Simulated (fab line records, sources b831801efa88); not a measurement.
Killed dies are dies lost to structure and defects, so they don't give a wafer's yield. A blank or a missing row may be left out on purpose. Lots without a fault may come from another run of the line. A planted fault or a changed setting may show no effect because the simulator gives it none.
Chamber matching | flow sky130 | SKY_METAL4_ETCH_17 on rie_diel-01: 4 sister chambers
The step etches SiO2 in C4F8/O2/Ar, stops on TiN, time 3.9 s, target depth 15 nm. 4 wafers are shown with their chamber, then 7 later ones without.

WAFERS WITH THEIR CHAMBER
wafer  | chamber | oes_product_au (a.u.)
L496.2 | 3       | 0.765
L499.2 | 2       | 0.744
L499.5 | 0       | 0.757
L499.6 | 1       | 0.760

WAFERS WITHOUT THEIR CHAMBER
wafer  | oes_product_au (a.u.)
L504.2 | 0.763
L504.6 | 0.759
L506.2 | 0.757
L506.6 | 0.768
L514.1 | 0.750
L514.2 | 0.743
L514.5 | 0.763

WHICH CHAMBER EACH WENT THROUGH
wafer  | from the rows above          | in truth
L504.2 | can't be placed: 3 or 1 or 0 | 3
L504.6 | can't be placed: 1 or 0 or 3 | 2
L506.2 | can't be placed: 0 or 1      | 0
L506.6 | can't be placed: 3 or 1      | 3
L514.1 | can't be placed: 2 or 0 or 1 | 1
L514.2 | 2                            | 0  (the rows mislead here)
L514.5 | can't be placed: 3 or 1 or 0 | 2
Placed correctly: 0 of 7. Can't be placed from these rows: 6 (the true chamber is among the candidates in 4). Placed wrongly: 1.
How it was worked out, from the rows above alone: a wafer's distance from a chamber is the root of the sum, over the readings, of the square of ((its reading less the chamber's mean) divided by the reading's scatter). The wafer belongs to the nearest chamber; if the next one is less than 2 further off, it can't be placed. A chamber's mean is the mean of its shown wafers. The scatter: with one shown wafer a chamber, the root of the mean of the squares of how far each hidden wafer lies from its nearest shown one.
